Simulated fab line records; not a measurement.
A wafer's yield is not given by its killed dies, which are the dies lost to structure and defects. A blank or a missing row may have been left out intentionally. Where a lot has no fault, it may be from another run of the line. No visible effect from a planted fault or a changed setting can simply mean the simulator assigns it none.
fab line records    flow gf180mcu
[record] lots = 12  wafers = 36  last_day = 34
route steps=602 shown PSD@250 M1@315 V1@339
lots with no fault: from the same line, run without faults
start_h: start of the lot's first displayed wafer, in hours after the record's first day    wait_h: hours from the lot's prior step to this one    " repeats the value in the row above    L1.1+2: a single row standing in for several wafers    - no value, or no start was given    * or withheld: withheld    < > ~ a bound
route shown NAME@n: NAME is a module with steps in the file, n the number in the route of the first one    usual: mean and standard deviation over wafers with no fault    same: alike in all rows    chamber/n: place in a boat    sites: readings site by site    _std_site: standard deviation across them    _edge_site: inner sites' mean taken away from outer sites' mean    radius_mm: how far each site lies from the wafer's centre    mask NAME#n: copy n    behind: the last tool/chamber to shape the wafer    hold: the reason the lot was held/the length of the hold in hours/how it ended    device: the n, p or np transistor that did not switch    end of line: tests of these same wafers at the route's end    step lacking rows: just its recipe    killed: not the wafer's yield, but the dies lost to structure and defects at the first sort    map: dies across one wafer; x = killed, . = not, _ = none there
set.NAME: the setting as run; set.NAME@STEP: as run at that earlier step    model.NAME: the simulator's own value behind a step, which no gauge read
steps of the route over a sample of lots; a table a step, a row a wafer
services: a tool's chamber out of use, with start hour (start_h, from the record's first day; less than 0 if before it), hours out, and reason
[[steps]]
[step GF_PSD_COAT_02]
[recipe] resist = NOVOLAK  spin_rpm = 3000  resist_thk_nm = 1000
[usual] spin_speed_rpm = 3000.1/2.2
lot.wafer  tool            chamber  start_h  wait_h  spin_speed_rpm
L535.1     litho_track-02  0        313.33   0.1     3002.2
L535.2     "               0        "        "       3000.5
L535.4     "               0        "        "       3007.7
L536.1     litho_track-04  0        318.01   0.1     2999.2
L536.4     "               0        "        "       3000.0
L536.5     "               0        "        "       2999.7
L537.2     litho_track-01  0        324.82   0.1     2998.3
L537.4     "               0        "        "       3000.5
L537.6     "               0        "        "       3003.2
L538.2     litho_track-02  0        333.70   0.1     2998.3
L538.3     "               0        "        "       3001.5
L538.6     "               0        "        "       2997.4
L539.1     litho_track-02  0        337.83   0.1     2999.5
L539.3     "               0        "        "       2997.3
L539.4     "               0        "        "       2999.0
L543.3     litho_track-04  0        371.61   0.1     3200.4
L543.5     "               0        "        "       3201.0
L543.6     "               0        "        "       3199.3
L545.1     litho_track-04  0        392.91   0.1     3200.6
L545.4     "               0        "        "       3199.0
L545.6     "               0        "        "       3199.4
L552.1     litho_track-01  0        457.09   0.1     3002.3
L552.3     "               0        "        "       3001.3
L552.4     "               0        "        "       2999.6
L553.2     litho_track-04  0        462.43   0.1     2997.8
L553.3     "               0        "        "       2997.7
L553.6     "               0        "        "       2996.7
L554.2     litho_track-04  0        471.78   0.1     3000.4
L554.3     "               0        "        "       2999.7
L554.4     "               0        "        "       2996.9
L555.1     litho_track-04  0        481.55   0.1     2998.9
L555.2     "               0        "        "       3000.5
L555.5     "               0        "        "       3000.1
L558.1     litho_track-04  0        504.85   0.1     3003.0
L558.2     "               0        "        "       3000.4
L558.3     "               0        "        "       3001.0
[step GF_PSD_STRIP_10]
[recipe] chemistry = O2/N2  power_w = 1400  pressure_mtorr = 1500  platen_temp_c = 250  o2_flow_sccm = 3000  n2_flow_sccm = 300  overash_fraction = 0.5
[usual] chamber_pressure_mTorr = 1500.1/1.3  drypump_motor_current_A = 5.9/0.5  heater_power_w = 306/22  oes_product_au = 0.591/0.0041  strip_time_to_endpoint_s = 16.54/0.041
lot.wafer  tool             chamber  start_h  wait_h  chamber_pressure_mTorr  drypump_motor_current_A  heater_power_w  oes_product_au  rf_hours_counter_h  strip_time_to_endpoint_s
L535.1     plasma_asher-01  0        323.98   0.1     1499.9                  6.2                      279             0.584           70                  16.46
L535.2     "                1        "        "       1498.9                  5.8                      301             0.593           70                  16.49
L535.4     "                1        "        "       1500.2                  5.8                      309             0.594           -                   16.43
L536.1     plasma_asher-02  1        328.96   0.1     1501.2                  5.4                      320             0.588           67                  16.59
L536.4     "                1        "        "       1498.7                  5.4                      326             0.595           -                   16.55
L536.5     "                1        "        "       1501.0                  5.4                      319             0.595           -                   16.55
L537.2     plasma_asher-02  0        335.48   0.1     1500.0                  6.5                      299             0.590           68                  16.55
L537.4     "                1        "        "       1502.2                  5.4                      305             0.594           -                   16.60
L537.6     "                0        "        "       1497.5                  6.5                      295             0.591           -                   16.59
L538.2     plasma_asher-02  1        344.71   0.1     1501.4                  5.4                      317             0.599           69                  16.55
L538.3     "                0        "        "       1497.8                  6.5                      280             0.594           -                   16.54
L538.6     "                1        "        "       1498.2                  5.4                      315             0.588           -                   16.53
L539.1     plasma_asher-02  0        348.86   0.1     1499.9                  6.5                      293             0.585           69                  16.49
L539.3     "                1        "        "       1497.6                  5.4                      318             0.591           -                   16.49
L539.4     "                0        "        "       1499.1                  6.6                      288             0.590           -                   16.47
L543.3     plasma_asher-03  1        383.43   0.1     1502.0                  6.0                      340             0.587           -                   16.11
L543.5     "                1        "        "       1498.1                  6.0                      344             0.591           -                   16.11
L543.6     "                0        "        "       1500.6                  4.9                      325             0.593           -                   16.14
L545.1     plasma_asher-01  1        404.85   0.1     1500.3                  5.8                      307             0.579           78                  16.14
L545.4     "                1        "        "       1499.3                  5.8                      302             0.590           -                   16.18
L545.6     "                0        "        "       1500.2                  6.2                      279             0.590           -                   16.16
L552.1     plasma_asher-01  1        469.61   0.1     1501.7                  5.8                      299             0.593           85                  16.55
L552.3     "                0        "        "       1499.1                  6.1                      282             0.594           -                   16.55
L552.4     "                1        "        "       1501.9                  5.8                      308             0.587           -                   16.56
L553.2     plasma_asher-01  0        475.61   0.1     1499.9                  6.2                      274             0.594           86                  16.55
L553.3     "                1        "        "       1498.0                  5.8                      303             0.593           -                   16.53
L553.6     "                1        "        "       1499.7                  5.8                      302             0.587           -                   16.53
L554.2     plasma_asher-01  1        484.21   0.1     1500.4                  5.8                      307             0.582           87                  16.54
L554.3     "                0        "        "       1499.7                  6.2                      280             0.584           -                   16.57
L554.4     "                1        "        "       1500.4                  5.8                      309             0.594           -                   16.53
L555.1     plasma_asher-03  0        493.33   0.1     1500.4                  4.8                      326             0.589           71                  16.61
L555.2     "                1        "        "       1499.7                  6.0                      335             0.586           71                  16.61
L555.5     "                0        "        "       1502.3                  4.9                      332             0.599           -                   16.64
L558.1     plasma_asher-01  0        516.54   0.1     1500.5                  6.2                      277             0.590           90                  16.59
L558.2     "                1        "        "       1498.2                  5.8                      311             0.595           90                  16.60
L558.3     "                1        "        "       1502.7                  5.8                      311             0.592           -                   16.64
[step GF_M1_SPUTTER_00]
[recipe] material = Ti  target_thk_nm = 37.5  arriving_ion_energy_ev = 80  substrate_temp_c = 200  chamber_pressure_pa = 2  power_w = 4000  time_s = 150
[usual] throttle_valve_pct = 30.2/1.3
lot.wafer  tool            chamber  start_h  wait_h  throttle_valve_pct
L535.1     pvd_sputter-03  -        370.60   0.2     30.4
L535.2     "               -        "        "       29.2
L535.4     "               -        "        "       29.9
L536.1     pvd_sputter-03  -        375.46   0.2     29.1
L536.4     "               -        "        "       30.3
L536.5     "               -        "        "       30.5
L537.2     pvd_sputter-02  -        382.85   0.2     32.8
L537.4     "               -        "        "       30.8
L537.6     "               -        "        "       31.3
L538.2     pvd_sputter-02  -        392.96   0.1     30.2
L538.3     "               -        "        "       28.6
L538.6     "               -        "        "       31.0
L539.1     pvd_sputter-02  -        397.12   0.2     32.8
L539.3     "               -        "        "       31.1
L539.4     "               -        "        "       30.2
L543.3     pvd_sputter-03  -        434.07   0.3     29.3
L543.5     "               -        "        "       30.3
L543.6     "               -        "        "       28.7
L545.1     pvd_sputter-02  -        456.47   0.1     31.0
L545.4     "               -        "        "       28.8
L545.6     "               -        "        "       32.7
L552.1     pvd_sputter-02  -        521.26   0.1     30.0
L552.3     "               -        "        "       28.6
L552.4     "               -        "        "       32.8
L553.2     pvd_sputter-02  -        525.85   0.1     32.6
L553.3     "               -        "        "       31.0
L553.6     "               -        "        "       31.1
L554.2     pvd_sputter-02  -        534.13   0.1     28.9
L554.3     "               -        "        "       30.2
L554.4     "               -        "        "       32.4
L555.1     pvd_sputter-03  -        542.45   0.2     30.4
L555.2     "               -        "        "       30.0
L555.5     "               -        "        "       29.4
L558.1     pvd_sputter-02  -        565.51   0.1     30.4
L558.2     "               -        "        "       28.4
L558.3     "               -        "        "       31.0
[step GF_M1_METAL_ETCH_16]
[recipe] chemistry = Cl2/BCl3  mask_material = KrF  target_depth_nm = 627.5  stop_on = SiO2  pressure_mtorr = 8  icp_w = 800  bias_w = 140  Cl2_flow_sccm = 80  bcl3_flow_sccm = 40  time_s = 104.6
[usual] chamber_pressure_mTorr = 8.001/0.0082  drypump_motor_current_A = 5.84/0.24  oes_product_au = 0.969/0.0064  rf_fwd_power_W = 795.8/2.8  throttle_valve_pct = 28.254/0.011
lot.wafer  tool          chamber  start_h  wait_h  chamber_pressure_mTorr  drypump_motor_current_A  oes_product_au  rf_fwd_power_W  rf_hours_counter_h  throttle_valve_pct
L535.1     rie_metal-03  1        393.55   0.0     8.004                   5.50                     0.973           796.5           8                   28.263
L535.2     "             0        "        "       7.999                   6.01                     0.962           800.8           5                   28.262
L535.4     "             1        "        "       8.009                   5.56                     0.969           794.1           -                   28.241
L536.1     rie_metal-03  0        398.98   0.0     8.003                   5.99                     0.965           793.7           5                   28.252
L536.4     "             0        "        "       8.003                   6.00                     0.966           795.6           -                   28.237
L536.5     "             0        "        "       7.996                   5.97                     0.967           797.3           -                   28.261
L537.2     rie_metal-04  1        405.48   0.0     7.998                   6.16                     0.969           799.4           5                   28.258
L537.4     "             0        "        "       8.007                   5.62                     0.970           801.0           -                   28.247
L537.6     "             0        "        "       7.994                   5.57                     0.965           798.7           -                   28.260
L538.2     rie_metal-03  0        416.43   0.0     8.006                   5.98                     0.969           796.9           6                   28.264
L538.3     "             1        "        "       7.998                   5.52                     0.979           796.3           -                   28.256
L538.6     "             0        "        "       7.993                   5.98                     0.967           794.8           -                   28.267
L539.1     rie_metal-03  0        421.66   0.0     8.011                   5.98                     0.975           793.8           6                   28.258
L539.3     "             1        "        "       7.979                   5.53                     0.965           795.4           -                   28.248
L539.4     "             0        "        "       7.994                   5.97                     0.966           793.5           -                   28.264
L543.3     rie_metal-04  0        458.75   0.1     7.992                   5.60                     0.962           798.5           -                   28.251
L543.5     "             1        "        "       7.999                   6.16                     0.965           797.0           -                   28.244
L543.6     "             0        "        "       8.010                   5.60                     0.972           797.0           -                   28.257
L545.1     rie_metal-03  0        480.93   0.0     8.021                   5.97                     0.961           797.4           7                   28.271
L545.4     "             0        "        "       7.985                   6.00                     0.967           800.4           -                   28.267
L545.6     "             0        "        "       7.997                   5.98                     0.961           796.9           -                   28.263
L552.1     rie_metal-04  1        545.03   0.0     8.010                   6.15                     0.962           796.7           7                   28.268
L552.3     "             0        "        "       8.000                   5.61                     0.963           795.4           -                   28.251
L552.4     "             1        "        "       8.010                   6.15                     0.968           788.1           -                   28.266
L553.2     rie_metal-03  0        549.08   0.0     8.000                   5.96                     0.965           796.8           8                   28.248
L553.3     "             1        "        "       8.001                   5.55                     0.961           801.2           -                   28.259
L553.6     "             0        "        "       8.038                   5.96                     0.972           799.3           -                   28.262
L554.2     rie_metal-02  0        557.10   0.0     7.993                   5.70                     0.973           794.2           3                   28.268
L554.3     "             1        "        "       7.995                   6.02                     0.958           791.8           -                   28.281
L554.4     "             0        "        "       8.002                   5.74                     0.963           795.5           -                   28.270
L555.1     rie_metal-04  0        565.43   0.0     8.016                   5.60                     0.978           795.2           10                  28.246
L555.2     "             1        "        "       7.995                   6.15                     0.972           794.8           8                   28.248
L555.5     "             1        "        "       7.998                   6.16                     0.984           796.4           -                   28.253
L558.1     rie_metal-04  1        586.93   0.0     7.998                   6.15                     0.968           797.0           8                   28.264
L558.2     "             0        "        "       8.007                   5.63                     0.967           796.6           11                  28.259
L558.3     "             0        "        "       7.995                   5.61                     0.964           797.2           -                   28.261
[step GF_V1_CMP_04]
[recipe] material = SiO2  down_force_psi = 4  platen_rpm = 60  pad_velocity_m_s = 0.94248
[usual] motor_current_A = 11.9/0.95  time_to_endpoint_s = 79/6
lot.wafer  tool    chamber  start_h  wait_h  motor_current_A  time_to_endpoint_s
L535.1     cmp-01  1        394.50   0.1     12.5             70
L535.2     "       2        "        "       12.1             67
L535.4     "       0        "        "       13.0             70
L536.1     cmp-02  1        399.93   0.1     12.8             83
L536.4     "       3        "        "       11.0             88
L536.5     "       1        "        "       12.1             87
L537.2     cmp-02  2        406.40   0.0     13.1             82
L537.4     "       0        "        "       10.2             83
L537.6     "       2        "        "       12.5             82
L538.2     cmp-02  0        417.45   0.2     10.7             70
L538.3     "       1        "        "       11.9             71
L538.6     "       3        "        "       11.2             78
L539.1     cmp-02  3        422.57   0.1     11.1             82
L539.4     "       0        "        "       10.0             85
L539.3     "       1        "        "       12.6             76
L543.3     cmp-02  2        459.73   0.1     12.1             77
L543.6     "       0        "        "       9.7              81
L543.5     "       1        "        "       12.2             80
L545.4     cmp-02  0        481.94   0.1     10.9             75
L545.1     "       2        "        "       12.6             70
L545.6     "       0        "        "       10.4             74
L552.3     cmp-02  0        545.94   0.0     10.4             76
L552.4     "       1        "        "       12.1             83
L552.1     "       2        "        "       13.0             80
L553.3     cmp-02  1        549.99   0.0     11.7             79
L553.2     "       3        "        "       11.5             84
L553.6     "       1        "        "       11.8             87
L554.3     cmp-01  0        558.02   0.0     12.0             77
L554.2     "       1        "        "       12.0             75
L554.4     "       3        "        "       13.3             83
L555.1     cmp-02  1        566.37   0.1     12.3             89
L555.2     "       0        "        "       10.4             81
L555.5     "       2        "        "       12.8             87
L558.1     cmp-01  1        587.84   0.1     11.9             78
L558.2     "       2        "        "       12.2             77
L558.3     "       0        "        "       12.6             84
[[services]]
tool             chamber  start_h  hours  kind
pvd_sputter-03   -        293.14   2.5    repair
cmp-01           -        300.05   1.0    repair
rie_metal-04     1        300.06   19.3   repair
pvd_sputter-03   -        305.15   3.3    repair
cmp-02           -        315.68   3.7    pm
cmp-02           -        335.04   10.2   pm
cmp-01           -        348.55   2.1    repair
rie_metal-03     -        372.80   0.3    repair
rie_metal-03     -        390.89   0.5    repair
cmp-02           -        391.06   5.2    pm
rie_metal-04     -        397.67   0.7    repair
plasma_asher-02  -        421.25   9.0    pm
plasma_asher-01  -        426.91   0.6    repair
plasma_asher-02  -        451.62   1.8    repair
rie_metal-03     -        456.88   2.8    pm
pvd_sputter-03   -        473.95   0.7    repair
cmp-02           -        486.94   1.8    repair
rie_metal-04     -        521.63   2.8    pm
pvd_sputter-03   -        527.55   2.9    repair
pvd_sputter-02   -        538.49   8.1    repair
cmp-02           -        572.00   4.0    pm
rie_metal-03     -        575.19   0.3    repair
cmp-02           -        577.12   1.3    repair
rie_metal-03     0        586.00   1.0    repair
[[key]]
[first_sign] step = GF_PSD_COAT_02  reading = spin_speed_rpm  direction = up  sigmas = 90  usual = *  struck = *
[effect] step = GF_PSD_STRIP_10  reading = strip_time_to_endpoint_s  direction = down  sigmas = 9.6  usual = *  struck = *
met_at GF_PSD_COAT_02
struck_lots L543,L545
tester_left_out L543,L545
not_acting_at GF_M1_SPUTTER_00,GF_M1_METAL_ETCH_16,GF_V1_CMP_04
onset_between 318.01 371.61
[fault] kind = process_parameter_drift  tool = litho_track-04  chamber = -  onset_h = 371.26  steps = GF_PSD_COAT_02  channel = spin_rpm  offset = *  shape = step  end_h = 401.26  acts_in = *  stated = *
// tester_left_out: of these lots the tester's yield and bins aren't shown, on N5 and GAA mostly nor the transistor test; their killed dies are dies lost to structure and defects alone, not to doping, threshold or leakage, so they don't give the yield
